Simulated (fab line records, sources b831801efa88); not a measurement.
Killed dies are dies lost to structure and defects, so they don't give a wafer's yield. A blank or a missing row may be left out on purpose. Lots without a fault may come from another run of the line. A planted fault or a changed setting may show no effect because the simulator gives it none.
fab line records | flow sky130
record lots=13 wafers=38 last_day=50
route steps=708 shown LDD_LDN@303 METAL4@634 PASSIVATION@681 PAD_OPEN@708
lots that met no fault: from a run of the same line without faults
start_h: hours from the record's first day to the start of the lot's first wafer shown | wait_h: hours since the lot's step before | " the same as in the row above | L1.1+2: a row that stands for several wafers | - no value, or no start given | * or withheld: withheld | < > ~ a bound
route shown NAME@n: a module of which the file shows steps, and the number in the route of the first | usual: mean/standard deviation of fault-free wafers | same: alike in all rows | chamber/n: place in a boat | sites: the reading at each site | _std_site: their standard deviation | _edge_site: outer sites' mean less inner sites' | radius_mm: how far each site lies from the wafer's centre | mask NAME#n: copy n | behind: the tool/chamber that last shaped the wafer | hold: why the lot was held/for how many hours/how that ended | device: the transistor (n, p or np) that didn't switch | end of line: the same wafers' tests at the end of the route | a step without rows: its recipe alone | killed: dies lost to structure and defects at the first sort, not the wafer's yield | map: a wafer's dies, x killed, . not, _ none there
set.NAME: the setting as run; set.NAME@STEP: as run at that earlier step | model.NAME: the simulator's own value behind a step, which no gauge read
steps of the route over a sample of lots; a table a step, a row a wafer
services: from which hour (start_h, from the record's first day; less than 0 if before it) a tool's chamber was out of use, for how many hours, and why
## steps
# step SKY_LDD_LDN_CLEAN_14
# recipe chemistry=SC1/SC2 mix=1:4:20 temp_c=70 time_s=150 dry=n2_spin
# columns lot.wafer tool chamber start_h wait_h
L382.2+3+4 wet_bench-04 1 521.53 0.0
L383.2+4+5 wet_bench-03 3 525.79 0.0
L385.2+3+4 wet_bench-02 3 546.93 0.0
L387.3+5+6 wet_bench-02 0 567.96 0.0
L389.2+3+5 wet_bench-02 2 577.83 0.0
L388.1+2+4 wet_bench-04 1 578.93 0.1
L390.1+5+6 wet_bench-04 3 595.93 0.1
L394.4+6 wet_bench-04 2 643.71 0.0
L398.3+5+6 wet_bench-04 1 659.43 0.0
L401.4+5+6 wet_bench-03 3 681.38 0.0
L402.1+2+5 wet_bench-03 0 689.08 0.1
L403.1+4+6 wet_bench-02 3 695.51 0.1
L404.2+4+5 wet_bench-03 2 698.41 0.0
# step SKY_METAL4_METAL_ETCH_18
# recipe target_depth_a=8450 stop_on=SiO2 over_etch_frac=0.3 time_s=183.1 chemistry=Cl2/BCl3 resist_sidewall_deg=88 pressure_mtorr=10 icp_w=900 bias_w=48.5 Cl2_flow_sccm=60 bcl3_flow_sccm=30
# usual chamber_pressure_mTorr=10.001/0.0089 drypump_motor_current_A=6.02/0.27 oes_product_au=0.864/0.0062 throttle_valve_pct=22.263/0.009
# columns lot.wafer tool chamber start_h wait_h chamber_pressure_mTorr drypump_motor_current_A oes_product_au rf_hours_counter_h throttle_valve_pct
L382.2 rie_metal-02 0 972.67 0.0 9.982 6.20 0.860 18 22.258
L382.3 " 1 " " 9.988 6.01 0.851 - 22.237
L382.4 " 0 " " 10.019 6.17 0.861 - 22.272
L383.2 rie_metal-03 0 978.24 0.0 10.018 5.57 0.865 8 22.263
L383.4 " 0 " " 9.997 5.56 0.870 - 22.260
L383.5 " 1 " " 9.991 6.10 0.868 - 22.258
L385.2 rie_metal-03 0 991.52 0.0 10.000 5.55 0.871 8 22.268
L385.3 " 1 " " 9.996 6.12 0.867 - 22.260
L385.4 " 0 " " 9.990 5.56 0.867 - 22.257
L387.3 rie_metal-02 1 1011.05 0.1 10.000 6.03 0.861 - 22.272
L387.5 " 1 " " 9.998 6.04 0.869 - 22.253
L387.6 " 0 " " 9.988 6.20 0.868 - 22.266
L389.2 rie_metal-04 0 1020.64 0.0 10.002 6.12 0.868 13 22.255
L389.3 " 0 " " 10.002 6.12 0.865 - 22.252
L389.5 " 0 " " 10.007 6.11 0.871 - 22.260
L388.1 rie_metal-03 0 1028.24 0.0 9.995 5.55 0.865 11 22.264
L388.2 " 1 " " 10.003 6.06 0.864 18 22.268
L388.4 " 0 " " 9.999 5.55 0.859 - 22.266
L390.1 rie_metal-03 1 1032.69 0.0 9.985 6.10 0.865 18 22.266
L390.5 " 1 " " 10.006 6.13 0.873 - 22.270
L390.6 " 0 " " 9.997 5.57 0.880 - 22.261
L394.4 rie_metal-02 0 1069.63 0.1 9.991 6.21 0.865 - 22.256
L394.6 " 0 " " 9.994 6.22 0.864 - 22.264
L398.3 rie_metal-03 0 1079.60 0.1 10.011 5.56 0.856 - 22.267
L398.5 " 1 " " 10.001 6.08 0.869 - 22.268
L398.6 " 0 " " 9.995 5.56 0.875 - 22.278
L401.4 rie_metal-02 1 1097.40 0.2 10.007 6.03 0.860 - 22.259
L401.5 " 1 " " 9.993 6.06 0.858 - 22.279
L401.6 " 1 " " 10.004 6.03 0.862 - 22.262
L402.1 rie_metal-03 0 1101.55 0.0 9.988 5.56 0.852 16 22.272
L402.2 " 1 " " 10.006 6.08 0.864 23 22.264
L402.5 " 0 " " 9.984 5.55 0.853 - 22.253
L403.1 rie_metal-04 0 1107.67 0.0 9.995 6.12 0.866 18 22.252
L403.4 " 0 " " 10.003 6.13 0.862 - 22.272
L403.6 " 0 " " 10.005 6.12 0.873 - 22.277
L404.2 rie_metal-04 0 1111.20 0.1 10.012 6.12 0.859 - 22.258
L404.4 " 0 " " 10.001 6.12 0.858 - 22.284
L404.5 " 0 " " 10.000 6.13 0.855 - 22.252
# step SKY_PASSIVATION_CVD_00
# recipe material=SiO2 target_thk_nm=90 temp_c=400 time_s=withheld rf_w=600
# usual heater_power_w=737/120
# columns lot.wafer tool chamber start_h wait_h heater_power_w
L382.2 pecvd-01 0 1023.17 0.0 774
L382.3 " 0 " " 777
L382.4 " 2 " " 605
L383.2 pecvd-03 2 1027.88 0.0 847
L383.4 " 1 " " 788
L383.5 " 0 " " 796
L385.2 pecvd-03 1 1040.71 0.0 832
L385.3 " 0 " " 825
L385.4 " 1 " " 838
L387.3 pecvd-01 1 1058.57 0.0 875
L387.5 " 1 " " 872
L387.6 " 2 " " 547
L389.2 pecvd-03 1 1067.54 0.0 697
L389.3 " 2 " " 887
L389.5 " 2 " " 876
L388.1 pecvd-02 0 1074.21 0.0 659
L388.2 " 1 " " 759
L388.4 " 1 " " 765
L390.1 pecvd-03 2 1079.43 0.0 854
L390.5 " 2 " " 903
L390.6 " 1 " " 881
L394.4 pecvd-02 1 1113.52 0.0 711
L394.6 " 0 " " 659
L398.3 pecvd-02 1 1123.37 0.0 647
L398.5 " 2 " " 530
L398.6 " 0 " " 646
L401.4 pecvd-01 1 1138.67 0.0 863
L401.5 " 2 " " 665
L401.6 " 0 " " 750
L402.1 pecvd-01 2 1142.12 0.0 688
L402.2 " 0 " " 728
L402.5 " 0 " " 759
L403.1 pecvd-03 0 1149.87 0.0 750
L403.4 " 1 " " 853
L403.6 " 2 " " 886
L404.2 pecvd-02 2 1152.84 0.0 585
L404.4 " 1 " " 760
L404.5 " 0 " " 645
# step SKY_PASSIVATION_STRIP_12
# recipe chemistry=O2/N2 power_w=1400 pressure_mtorr=1500 platen_temp_c=withheld overash_fraction=0.7 o2_flow_sccm=3000 n2_flow_sccm=300
# usual chamber_pressure_mTorr=1499.9/1.4 drypump_motor_current_A=5.75/0.27 oes_product_au=0.661/0.0044 strip_time_to_endpoint_s=31.56/0.16
# columns lot.wafer tool chamber start_h wait_h chamber_pressure_mTorr drypump_motor_current_A oes_product_au rf_hours_counter_h strip_time_to_endpoint_s
L382.2 plasma_asher-04 1 1046.00 0.1 1498.7 5.78 0.666 31 31.55
L382.3 " 1 " " 1498.7 5.79 0.658 - 31.70
L382.4 " 0 " " 1498.0 6.18 0.660 - 31.64
L383.2 plasma_asher-01 0 1050.24 0.1 1500.7 6.01 0.661 89 31.26
L383.4 " 0 " " 1501.4 5.98 0.653 - 31.45
L383.5 " 1 " " 1498.5 5.44 0.665 - 31.35
L385.2 plasma_asher-01 1 1062.59 0.1 1499.9 5.43 0.664 91 31.52
L385.3 " 0 " " 1500.8 6.01 0.652 - 31.59
L385.4 " 1 " " 1501.5 5.46 0.659 - 31.57
L387.3 plasma_asher-02 0 1080.55 0.1 1499.3 5.71 0.650 - 31.75
L387.5 " 1 " " 1500.9 5.47 0.663 - 31.67
L387.6 " 0 " " 1497.7 5.74 0.662 - 31.56
L389.2 plasma_asher-02 1 1088.41 0.1 1498.9 5.45 0.651 3 31.62
L389.3 " 1 " " 1500.0 5.45 0.659 - 31.50
L389.5 " 1 " " 1500.0 5.46 0.659 - 31.56
L388.1 plasma_asher-04 1 1095.20 0.1 1502.1 5.81 0.660 36 31.81
L388.2 " 0 " " 1500.1 6.18 0.659 36 31.58
L388.4 " 0 " " 1501.1 6.18 0.666 - 31.54
L390.1 plasma_asher-02 1 1099.61 0.1 1498.5 5.46 0.654 4 31.78
L390.5 " 1 " " 1501.0 5.47 0.670 - 31.82
L390.6 " 0 " " 1498.5 5.71 0.663 - 31.71
L394.4 plasma_asher-01 1 1132.23 0.1 1501.5 5.47 0.667 - 32.00
L394.6 " 0 " " 1500.0 6.02 0.663 - 31.55
L398.3 plasma_asher-04 1 1142.78 0.1 1500.2 5.78 0.656 - 31.46
L398.5 " 0 " " 1500.2 6.18 0.661 - 31.77
L398.6 " 1 " " 1501.7 5.79 0.664 - 31.62
L401.4 plasma_asher-01 0 1158.08 0.0 1498.1 6.02 0.665 - 31.64
L401.5 " 1 " " 1499.3 5.44 0.661 - 31.62
L401.6 " 0 " " 1500.3 6.00 0.665 - 31.66
L402.1 plasma_asher-01 1 1159.99 0.1 1500.0 5.42 0.665 101 31.52
L402.2 " 0 " " 1501.3 6.02 0.656 101 31.35
L402.5 " 0 " " 1497.5 6.01 0.657 - 31.45
L403.1 plasma_asher-01 1 1168.40 0.1 1501.2 5.40 0.656 102 31.56
L403.4 " 0 " " 1501.3 6.04 0.664 - 31.57
L403.6 " 0 " " 1501.1 6.01 0.667 - 31.52
L404.2 plasma_asher-01 1 1170.44 0.1 1498.4 5.43 0.658 102 31.30
L404.4 " 1 " " 1499.9 5.45 0.663 - 31.28
L404.5 " 0 " " 1503.0 5.99 0.661 - 31.27
# step SKY_PAD_OPEN_PROBE_99
# usual killed_at_M0_to_M3=42/7.1 killed_at_M4_up=3.0/1.7 killed_at_contacts=25/5 killed_at_front_end=16/4.4 killed_at_other=0.5/1.4 killed_dies=87/9.2 killed_open=47/6.2 killed_short=39/6.6
# same gross_dies=492 killed_at_back_side=0
# columns lot.wafer tool chamber start_h wait_h killed_at_M0_to_M3 killed_at_M4_up killed_at_contacts killed_at_front_end killed_at_other killed_dies killed_open killed_short
L398.3 prober-02 - 1162.36 0.2 29 2 25 56 1 113 44 24
L398.5 prober-02 - 1162.46 0.2 30 2 15 55 0 102 32 30
L398.6 prober-02 - 1162.51 0.2 44 6 15 54 1 120 41 37
# killed by level:class
L398.3 LDD_LDN:unspecified=44 CONTACT:geometric_particle:open=14 VIA1:geometric_particle:open=8 LI_CONTACT:geometric_particle:open=5 FIELD_ISO:geometric_particle:open=4 METAL1:geometric_particle:short=4 FIELD_ISO:geometric_particle:short=3 LOCAL_INTERCONNECT:geometric_particle:short=3
L398.5 LDD_LDN:unspecified=40 VIA1:geometric_particle:open=7 POLY_GATE:geometric_particle:short=5 FIELD_ISO:geometric_particle:open=4 LI_CONTACT:geometric_particle:open=4 LOCAL_INTERCONNECT:geometric_particle:short=4 CONTACT:geometric_particle:open=4 METAL1:geometric_particle:short=4
L398.6 LDD_LDN:unspecified=42 METAL2:geometric_particle:short=9 VIA1:geometric_particle:open=8 VIA3:geometric_particle:open=6 LI_CONTACT:geometric_particle:open=6 METAL4:geometric_particle:short=6 CONTACT:geometric_particle:open=5 METAL1:geometric_particle:short=5
## services
# columns tool chamber start_h hours kind
pecvd-01 - 525.79 2.8 pm
pecvd-03 0 541.81 4.4 repair
pecvd-01 1 600.15 1.8 repair
rie_metal-03 - 673.27 1.1 repair
pecvd-03 2 743.87 11.5 repair
pecvd-01 2 776.81 23.0 repair
wet_bench-04 - 777.93 1.9 pm
rie_metal-03 - 824.03 3.1 repair
pecvd-01 - 852.85 1.2 repair
rie_metal-03 - 870.45 0.9 repair
wet_bench-04 - 874.46 1.8 repair
pecvd-03 1 897.74 2.8 repair
plasma_asher-01 - 901.07 0.8 repair
plasma_asher-01 - 912.26 4.3 pm
pecvd-03 - 917.63 6.0 pm
pecvd-01 - 933.45 2.3 repair
rie_metal-03 1 945.81 4.9 repair
plasma_asher-01 - 961.34 35.7 repair
rie_metal-03 - 996.13 1.6 repair
wet_bench-03 - 1007.06 10.8 repair
rie_metal-03 - 1029.01 0.6 repair
pecvd-01 - 1075.38 0.9 repair
pecvd-03 - 1082.90 2.8 pm
pecvd-03 - 1155.03 14.6 pm
## key
first_sign step=SKY_PAD_OPEN_PROBE_99 reading=killed_at_front_end direction=up sigmas=9 usual=16 struck=55
effect step=SKY_PAD_OPEN_PROBE_99 reading=killed_dies direction=up sigmas=2.7 usual=87 struck=112
met_at SKY_LDD_LDN_CLEAN_14
struck_lots L398
tester_left_out L398
not_acting_at SKY_METAL4_METAL_ETCH_18,SKY_PASSIVATION_CVD_00,SKY_PASSIVATION_STRIP_12
onset_between 643.71 659.43
fault kind=chamber_particle_source tool=wet_bench-04 chamber=- onset_h=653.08 steps=SKY_LDD_LDN_CLEAN_14 rate_per_visit_cm2=0.76907 end_h=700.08
# tester_left_out: of these lots the tester's yield and bins aren't shown, on N5 and GAA mostly nor the transistor test; their killed dies are dies lost to structure and defects alone, not to doping, threshold or leakage, so they don't give the yield
